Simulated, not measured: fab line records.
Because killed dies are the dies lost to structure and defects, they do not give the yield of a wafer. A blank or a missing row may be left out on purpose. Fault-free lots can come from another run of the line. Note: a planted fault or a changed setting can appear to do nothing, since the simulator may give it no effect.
Problem report, 8D (eight disciplines) form, completed by code || flow gf180mcu || the parts of the form that need people (team, actions taken, sign-off) are left out

== 1. THE PROBLEM ==
Mean NWELL_TW at GF_NWELL_TW_MEAS_11: 1457 over 6 wafers in 2 lots; fault-free wafers: 1564, standard deviation 13. That puts it -8.2 standard deviations away from the usual mean.
Earliest sighting: wafer L161.4 on film_metro-01 at day 6 19:29. At this step, 36 wafers from 12 lots have a number in the record. Rule for "out", or "out of limits": more than 4 standard deviations from the usual mean. The other wafers with a number count as sound.

== 2. WHAT IT IS AND WHAT IT IS NOT ==
{"question": "which readings at this step", "is": "NWELL_TW", "is not": "-"}
{"question": "which lots", "is": "L161, L163", "is not": "L146, L148, L149, L151, L152, L155, L164, L166, L168, L169"}
{"question": "which wafers of those lots", "is": "all that have a number", "is not": "-"}
{"question": "read on which gauges", "is": "film_metro-01", "is not": "film_metro-03, film_metro-04"}
{"question": "when", "is": "from day 6 19:29", "is not": "up to then (18 sound wafers); but 12 sound wafers of L164, L166, L168, L169 came after"}

== 3. SUSPECTS, AND WHAT RULES EACH OUT ==
Counting: a tool at a process step up to the reading stays a suspect if it ran every lot that is out and no sound lot after the first of them.
- the gauge at GF_NWELL_TW_MEAS_11 has been ruled out. All the wafers that are out were read on film_metro-01, but those of them that GF_NWELL_IMPLANT_08 has rows for are out there too, on other tools.
- implanter-02 at GF_NWELL_IMPLANT_08: kept. All lots that are out passed through it, beginning with L161 at day 6 19:08, and no sound lot followed; its final sound lot before that point was L152 at day 4 18:25. Its own beam_on_s, faraday_current_uA readings are out on those wafers.
Left after counting: implanter-02 at GF_NWELL_IMPLANT_08.

== 4. THE CAUSE (what the simulator had put in) ==
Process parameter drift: implanter-02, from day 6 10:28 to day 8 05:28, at GF_NWELL_IMPLANT_08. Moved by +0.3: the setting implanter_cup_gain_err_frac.
The count eliminated every tool but this one.

== 5. THE CHAIN OF EFFECTS, in route order ==
Each row: a reading where the mean over the struck wafers with a number is more than 3 standard deviations away from the usual. Scope: only readings with a usual standard deviation given in the record; hours: median across lots of the time from each lot's start at the first step in this table that gives one to its start at this step; sigmas: change in usual standard deviations.
{"hours": 0, "step": "GF_NWELL_IMPLANT_08", "reading": "beam_on_s", "usual": "9.98 s", "on struck wafers": 7.72, "change": -2.26, "sigmas": -13}
{"hours": 0, "step": "GF_NWELL_IMPLANT_08", "reading": "faraday_current_uA", "usual": 84.8, "on struck wafers": 109.5, "change": "+24.7", "sigmas": "+16"}
{"hours": 0, "step": "GF_NWELL_TW_MEAS_11", "reading": "NWELL_TW", "usual": 1564, "on struck wafers": 1457, "change": -107, "sigmas": -8.2}
{"hours": 125, "step": "GF_VT_IMPLANT_RS_MEAS_47", "reading": "NWELL_RS", "usual": "487.7 ohm/sq", "on struck wafers": 561.1, "change": "+73.4", "sigmas": "+56"}
Process steps it contains:
- GF_NWELL_IMPLANT_08
At these later measuring or inspecting steps, every struck wafer for which the step has a row has a number for every such reading, and none has moved that far: GF_HV_LDD_CD_MEAS_07.

== 6. HOW IT WOULD HAVE BEEN CAUGHT EARLIER ==
The first out-of-limits reading at a measuring or inspecting step in this record came at day 6 19:29, 9 hours after the fault's start at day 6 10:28.
At GF_NWELL_IMPLANT_08, the tool's own readings (beam_on_s, faraday_current_uA) were out on each struck wafer the step has a row for, so an alarm limit on them would have fired on the first such wafer.
Of the lots that are out (2), L163 began GF_NWELL_IMPLANT_08 on implanter-02 after day 6 19:29. Had the tool been put on hold then, it would have been spared.
